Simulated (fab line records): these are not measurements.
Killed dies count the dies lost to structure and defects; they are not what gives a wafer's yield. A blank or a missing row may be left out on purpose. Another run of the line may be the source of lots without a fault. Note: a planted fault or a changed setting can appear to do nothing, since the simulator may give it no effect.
fab line records    flow sfqLine
record lots=13  wafers=39  lastDay=91
route steps=325 shown I3@136 M4@158
lots that met no fault: taken from a fault-free run of the same line
startH: start of the lot's first displayed wafer, in hours after the record's first day    waitH: how many hours have passed since the lot's step before this one    " identical to the entry in the row above    L1.1+2: a single row standing in for several wafers    - no value, or no start was given    * or withheld: withheld    < > ~ a bound
route shown NAME@n: names a module that has steps shown in the file, with the first one's number in the route    usual: the fault-free wafers' mean and standard deviation    same: alike in all rows    chamber/n: place in a boat    sites: the reading at each site    _std_site: the standard deviation of these    _edge_site: mean of outer sites minus mean of inner sites    radiusMm: for every site, how far away it sits from the centre of the wafer    mask NAME#n: copy n    behind: the tool/chamber that last shaped the wafer    hold: why the lot was held/for how many hours/how that ended    device: the transistor (n, p or np) that didn't switch    end of line: at the end of the route, the tests of the same wafers    a step with no rows: only its recipe    killed: dies that structure and defects cost at the first sort, which is not the same as the wafer's yield    map: per-die view of a wafer (x killed, . not killed, _ where there is no die)
set.NAME: setting as actually run; set.NAME@STEP: the setting as run at that earlier step    model.NAME: the simulator's own value behind a step, which no gauge read
the route's steps for a sample of lots (tables are steps, rows are wafers)
services: from which hour (startH, from the record's first day; less than 0 if before it) a tool's chamber was out of use, for how many hours, and why
## steps
# step SFQ_TRILAYER_I3_METRO_MEASURE_083
# usual thkNm=199.8/1.1
lot.wafer  tool          chamber  startH   waitH  thkNm
L890.1     filmMetro-02  -        861.32   0.1    199.6
L890.2     "             -        "        "      199.6
L890.6     "             -        "        "      200.5
L891.1     filmMetro-04  -        865.17   0.1    198.1
L891.4     "             -        "        "      198.8
L891.6     "             -        "        "      199.4
L892.3     filmMetro-04  -        867.72   0.5    198.7
L892.4     "             -        "        "      198.6
L892.5     "             -        "        "      199.9
L893.2     filmMetro-03  -        885.48   0.3    201.1
L893.5     "             -        "        "      199.9
L893.6     "             -        "        "      199.6
L894.1     filmMetro-04  -        889.66   0.1    196.8
L894.4     "             -        "        "      196.3
L894.6     "             -        "        "      197.8
L898.1     filmMetro-02  -        925.92   0.1    197.6
L898.2     "             -        "        "      200.3
L898.3     "             -        "        "      198.8
L899.1     filmMetro-02  -        933.46   0.1    198.6
L899.2     "             -        "        "      200.1
L899.6     "             -        "        "      200.1
L901.1     filmMetro-03  -        955.86   0.1    199.1
L901.3     "             -        "        "      200.0
L901.6     "             -        "        "      200.1
L908.1     filmMetro-04  -        995.88   0.1    199.1
L908.3     "             -        "        "      200.4
L908.6     "             -        "        "      201.0
L909.2     filmMetro-03  -        1004.48  0.3    199.3
L909.5     "             -        "        "      197.3
L909.6     "             -        "        "      200.0
L911.2     filmMetro-03  -        1034.59  0.3    199.7
L911.3     "             -        "        "      198.9
L911.6     "             -        "        "      202.4
L912.1     filmMetro-02  -        1048.07  0.1    200.7
L912.2     "             -        "        "      200.3
L912.6     "             -        "        "      200.2
L913.1     filmMetro-02  -        1069.52  0.1    198.4
L913.2     "             -        "        "      200.0
L913.4     "             -        "        "      199.4
# step SFQ_TRILAYER_I3_VIA_LITHO_COAT_090
# recipe resist=BARC  spinRpm=3000  resistThkNm=62
# usual resistLineTempC=22.97/0.11
lot.wafer  tool           chamber  startH   waitH  resistLineTempC
L890.1     lithoTrack-01  0        862.52   1.0    22.97
L890.2     "              0        "        "      23.13
L890.6     "              0        "        "      23.02
L891.1     lithoTrack-01  0        866.37   1.0    22.92
L891.4     "              0        "        "      22.88
L891.6     "              0        "        "      22.91
L892.3     lithoTrack-03  0        868.62   0.7    23.16
L892.4     "              0        "        "      23.27
L892.5     "              0        "        "      23.03
L893.2     lithoTrack-03  0        886.53   0.8    22.96
L893.5     "              0        "        "      22.92
L893.6     "              0        "        "      22.95
L894.1     lithoTrack-02  0        890.86   1.0    23.16
L894.4     "              0        "        "      23.07
L894.6     "              0        "        "      23.04
L898.1     lithoTrack-02  0        927.12   1.0    23.00
L898.2     "              0        "        "      22.98
L898.3     "              0        "        "      22.86
L899.1     lithoTrack-02  0        934.66   1.0    22.93
L899.2     "              0        "        "      22.92
L899.6     "              0        "        "      22.89
L901.1     lithoTrack-02  0        957.06   1.0    22.83
L901.3     "              0        "        "      23.09
L901.6     "              0        "        "      23.09
L908.1     lithoTrack-01  0        997.08   1.0    22.87
L908.3     "              0        "        "      22.90
L908.6     "              0        "        "      22.92
L909.2     lithoTrack-03  0        1005.53  0.8    22.91
L909.5     "              0        "        "      22.91
L909.6     "              0        "        "      22.74
L911.2     lithoTrack-01  0        1035.64  0.8    23.06
L911.3     "              0        "        "      23.06
L911.6     "              0        "        "      22.95
L912.1     lithoTrack-03  0        1049.27  1.0    22.92
L912.2     "              0        "        "      22.96
L912.6     "              0        "        "      22.92
L913.1     lithoTrack-01  0        1070.72  1.0    22.88
L913.2     "              0        "        "      22.94
L913.4     "              0        "        "      22.91
# step SFQ_I3_OVL_MEAS_923
# usual I3_OVL=0/5.8
lot.wafer  tool        chamber  startH   waitH  I3_OVL[nm]
L890.1     overlay-01  -        1009.68  0.1    -5
L890.2     "           -        "        "      4
L890.6     "           -        "        "      2
L891.1     overlay-01  -        1014.48  0.1    1
L891.4     "           -        "        "      1
L891.6     "           -        "        "      1
L892.3     overlay-01  -        1016.90  0.1    2
L892.4     "           -        "        "      10
L892.5     "           -        "        "      8
L893.2     overlay-01  -        1041.88  0.1    -6
L893.5     "           -        "        "      2
L893.6     "           -        "        "      -9
L894.1     overlay-01  -        1049.07  0.1    4
L894.4     "           -        "        "      7
L894.6     "           -        "        "      7
L898.1     overlay-02  -        1085.07  0.1    7
L898.2     "           -        "        "      9
L898.3     "           -        "        "      10
L899.1     overlay-02  -        1090.97  0.1    -2
L899.2     "           -        "        "      -3
L899.6     "           -        "        "      -5
L901.1     overlay-02  -        1113.68  0.1    -3
L901.3     "           -        "        "      -3
L901.6     "           -        "        "      -9
L908.1     overlay-01  -        1150.68  0.1    4
L908.3     "           -        "        "      2
L908.6     "           -        "        "      -3
L909.2     overlay-01  -        1159.21  0.1    1
L909.5     "           -        "        "      6
L909.6     "           -        "        "      -1
L911.2     overlay-02  -        1186.81  0.1    7
L911.3     "           -        "        "      12
L911.6     "           -        "        "      12
L912.1     overlay-01  -        1201.33  0.1    -7
L912.2     "           -        "        "      -2
L912.6     "           -        "        "      -4
L913.1     overlay-02  -        1215.85  0.1    -3
L913.2     "           -        "        "      0
L913.4     "           -        "        "      0
# step SFQ_TRILAYER_I3_VIA_BARC_OPEN_VIA_ETCH_121
# recipe maskMaterial=PR  chemistry=O2  targetDepthNm=125  target=BARC  sourceW=500  biasW=80  pressureMtorr=30  timeS=41.7
# usual drypumpMotorCurrentA=5.8/0.44  oesProductAu=0.685/0.0046
# same timeS=41.7
lot.wafer  tool        chamber  startH   waitH  drypumpMotorCurrentA  oesProductAu  rfHoursCounterH
L890.1     rieDiel-02  0        1009.72  0.0    5.8                   0.682         6
L890.2     "           3        "        "      6.4                   0.678         13
L890.6     "           3        "        "      6.4                   0.680         -
L891.1     rieDiel-02  0        1014.52  0.0    5.9                   0.686         6
L891.4     "           2        "        "      5.7                   0.685         8
L891.6     "           3        "        "      6.4                   0.685         -
L892.3     rieDiel-04  3        1016.92  0.0    5.7                   0.686         5
L892.4     "           0        "        "      5.7                   0.685         8
L892.5     "           0        "        "      5.7                   0.680         -
L893.2     rieDiel-02  1        1041.91  0.0    5.4                   0.691         2
L893.5     "           2        "        "      5.7                   0.684         -
L893.6     "           3        "        "      6.4                   0.678         -
L894.1     rieDiel-01  0        1049.11  0.0    6.4                   0.679         9
L894.4     "           3        "        "      5.8                   0.687         -
L894.6     "           1        "        "      4.9                   0.693         -
L898.1     rieDiel-04  2        1085.11  0.0    5.4                   0.689         15
L898.2     "           0        "        "      5.7                   0.682         8
L898.3     "           1        "        "      5.8                   0.687         2
L899.1     rieDiel-01  0        1091.01  0.0    6.4                   0.677         9
L899.2     "           2        "        "      5.7                   0.688         2
L899.6     "           0        "        "      6.4                   0.682         -
L901.1     rieDiel-04  2        1113.72  0.0    5.4                   0.719         15
L901.3     "           1        "        "      5.8                   0.685         3
L901.6     "           1        "        "      5.8                   0.686         -
L908.1     rieDiel-04  2        1150.71  0.0    5.4                   0.678         16
L908.3     "           1        "        "      5.8                   0.684         3
L908.6     "           0        "        "      5.7                   0.691         -
L909.2     rieDiel-01  3        1159.24  0.0    5.9                   0.690         10
L909.5     "           3        "        "      5.9                   0.691         -
L909.6     "           0        "        "      6.4                   0.686         -
L911.2     rieDiel-04  1        1186.84  0.0    5.8                   0.674         3
L911.3     "           3        "        "      5.7                   0.680         7
L911.6     "           3        "        "      5.7                   0.684         -
L912.1     rieDiel-01  0        1201.36  0.0    6.4                   0.687         10
L912.2     "           2        "        "      5.8                   0.671         3
L912.6     "           0        "        "      6.4                   0.683         -
L913.1     rieDiel-01  0        1215.89  0.0    6.4                   0.678         11
L913.2     "           1        "        "      4.9                   0.676         4
L913.4     "           3        "        "      5.8                   0.682         11
# step SFQ_M4_OVL_MEAS_926
# usual M4_OVL=3/8.5
lot.wafer  tool        chamber  startH   waitH  M4_OVL[nm]
L890.1     overlay-02  -        1014.12  0.1    12
L890.2     "           -        "        "      16
L890.6     "           -        "        "      12
L891.1     overlay-02  -        1018.92  0.1    9
L891.4     "           -        "        "      10
L891.6     "           -        "        "      16
L892.3     overlay-02  -        1021.33  0.1    19
L892.4     "           -        "        "      18
L892.5     "           -        "        "      17
L893.2     overlay-02  -        1045.41  0.1    10
L893.5     "           -        "        "      9
L893.6     "           -        "        "      7
L894.1     overlay-02  -        1052.58  0.1    12
L894.4     "           -        "        "      2
L894.6     "           -        "        "      0
L898.1     overlay-01  -        1090.10  0.1    0
L898.2     "           -        "        "      -1
L898.3     "           -        "        "      4
L899.1     overlay-01  -        1094.48  0.1    -13
L899.2     "           -        "        "      -20
L899.6     "           -        "        "      -13
L901.1     overlay-01  -        1117.49  0.1    9
L901.3     "           -        "        "      6
L901.6     "           -        "        "      8
L908.1     overlay-01  -        1154.79  0.1    -4
L908.3     "           -        "        "      -3
L908.6     "           -        "        "      -6
L909.2     overlay-01  -        1163.45  0.1    0
L909.5     "           -        "        "      5
L909.6     "           -        "        "      2
L911.2     overlay-02  -        1190.32  0.1    -1
L911.3     "           -        "        "      3
L911.6     "           -        "        "      4
L912.1     overlay-02  -        1204.84  0.1    4
L912.2     "           -        "        "      5
L912.6     "           -        "        "      1
L913.1     overlay-01  -        1220.52  0.1    -5
L913.2     "           -        "        "      -3
L913.4     "           -        "        "      -4
## services
tool          chamber  startH   hours  kind
filmMetro-02  -        867.18   0.6    pm
rieDiel-04    2        895.30   21.2   repair
filmMetro-02  -        906.37   0.3    pm
rieDiel-04    2        926.30   8.1    repair
rieDiel-01    2        934.45   3.2    repair
rieDiel-01    3        1012.26  1.6    repair
rieDiel-04    0        1023.49  3.1    repair
filmMetro-02  -        1037.97  0.6    pm
rieDiel-01    2        1039.67  9.6    repair
rieDiel-01    -        1052.58  0.3    repair
rieDiel-01    3        1078.61  20.2   repair
rieDiel-04    3        1084.42  3.9    repair
rieDiel-04    2        1094.23  12.7   repair
rieDiel-04    -        1098.23  0.4    repair
filmMetro-02  -        1112.18  0.4    pm
rieDiel-01    0        1141.21  3.4    repair
rieDiel-01    -        1149.27  2.8    pm
filmMetro-02  -        1152.65  0.3    pm
rieDiel-01    3        1182.19  7.4    repair
rieDiel-01    -        1185.80  2.5    repair
rieDiel-04    -        1191.41  2.8    pm
rieDiel-01    -        1193.45  0.6    repair
rieDiel-01    2        1196.15  3.9    repair
rieDiel-04    -        1198.60  0.3    repair
## key
firstSign step=SFQ_TRILAYER_I3_VIA_BARC_OPEN_VIA_ETCH_121  reading=oesProductAu  direction=up  sigmas=7.5  usual=0.685  struck=0.719
effect none on later readings
metAt SFQ_TRILAYER_I3_VIA_LITHO_COAT_090
struckLots L901
struckWafers L901.1
notActingAt SFQ_TRILAYER_I3_METRO_MEASURE_083,SFQ_I3_OVL_MEAS_923,SFQ_M4_OVL_MEAS_926
onsetBetween 934.66 957.06
fault kind=processParameterDrift  tool=lithoTrack-02  chamber=-  onsetH=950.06  steps=SFQ_TRILAYER_I3_VIA_LITHO_COAT_090  channel=resistThkNm  offset=6.7159  shape=step  endH=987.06  scope=struckWafersOnly  actsIn=theseRecipesOnly  stated=62
